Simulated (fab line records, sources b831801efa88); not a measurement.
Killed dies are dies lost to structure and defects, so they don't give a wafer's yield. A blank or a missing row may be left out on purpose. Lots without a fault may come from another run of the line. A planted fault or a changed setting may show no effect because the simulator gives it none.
Which tool did it? | flow gf180mcu | 24 lots, 72 wafers sampled, at 1 step of a route of 602

WHAT THE GAUGES READ, wafer by wafer
GF_V2_THK_MEAS_25: measures by xrf. Usual: V2_W_THK 345 nm, standard deviation 4.4.
lot  | measured     | on            | V2_W_THK (nm) | flag
L074 | day 19 23:58 | film_metro-03 | 337 340 339   |
L075 | day 20 08:12 | film_metro-03 | 345 342 346   |
L076 | day 20 21:43 | film_metro-04 | 347 351 342   |
L077 | day 21 02:53 | film_metro-04 | 356 348 357   |
L078 | day 21 11:57 | film_metro-03 | 347 344 343   |
L079 | day 21 23:05 | film_metro-02 | 340 345 348   |
L080 | day 22 14:47 | film_metro-02 | 351 347 343   |
L081 | day 23 04:20 | film_metro-04 | 345 341 347   |
L082 | day 23 09:56 | film_metro-03 | 344 340 340   |
L083 | day 23 18:51 | film_metro-04 | 345 349 349   |
L084 | day 24 01:59 | film_metro-03 | 342 348 347   |
L085 | day 24 11:39 | film_metro-04 | 338 339 340   |
L086 | day 24 20:04 | film_metro-02 | 347 350 357   |
L087 | day 25 04:31 | film_metro-03 | 349 348 346   |
L088 | day 25 16:50 | film_metro-02 | 352 351 350   |
L089 | day 26 01:22 | film_metro-04 | 338 337 348   |
L090 | day 26 09:02 | film_metro-03 | 347 345 348   |
L091 | day 26 12:51 | film_metro-03 | 341 345 340   |
L092 | day 26 18:57 | film_metro-02 | 350 349 348   |
L093 | day 27 03:12 | film_metro-04 | 344 344 346   |
L094 | day 27 03:56 | film_metro-03 | 342 343 348   |
L095 | day 27 13:51 | film_metro-03 | 345 344 341   |
L097 | day 27 21:07 | film_metro-02 | 347 353 347   |
L096 | day 28 01:56 | film_metro-04 | 346 348 342   |

WHICH TOOL RAN EACH LOT (tool, then ch and the chambers of the sampled wafers, then the start)
The record holds no process step before these readings.

WHAT THE TOOLS THEMSELVES READ (means of the sampled wafers that have a number; where no wafer has one, the mark that the record gives instead)
The record holds no such reading with a usual standard deviation.

THE ANSWER, worked out from the rows above alone
Rule: a lot is off if the mean of its wafers that have a number lies more than 3 standard deviations from the usual mean. A lot without any number at a reading at which 4 lots or more have one is off too. The other lots that the step has rows for count as sound. The gauges are gone through in route order, then the tools' own readings, and for those a lot's mean is taken as printed above. The first step at which some lot is off is used, and at that step the reading that is off furthest; a lot without a number counts as furthest.
No lot is off at any reading shown: from this, nothing can be told.

WHAT THE SIMULATOR HAD PUT IN
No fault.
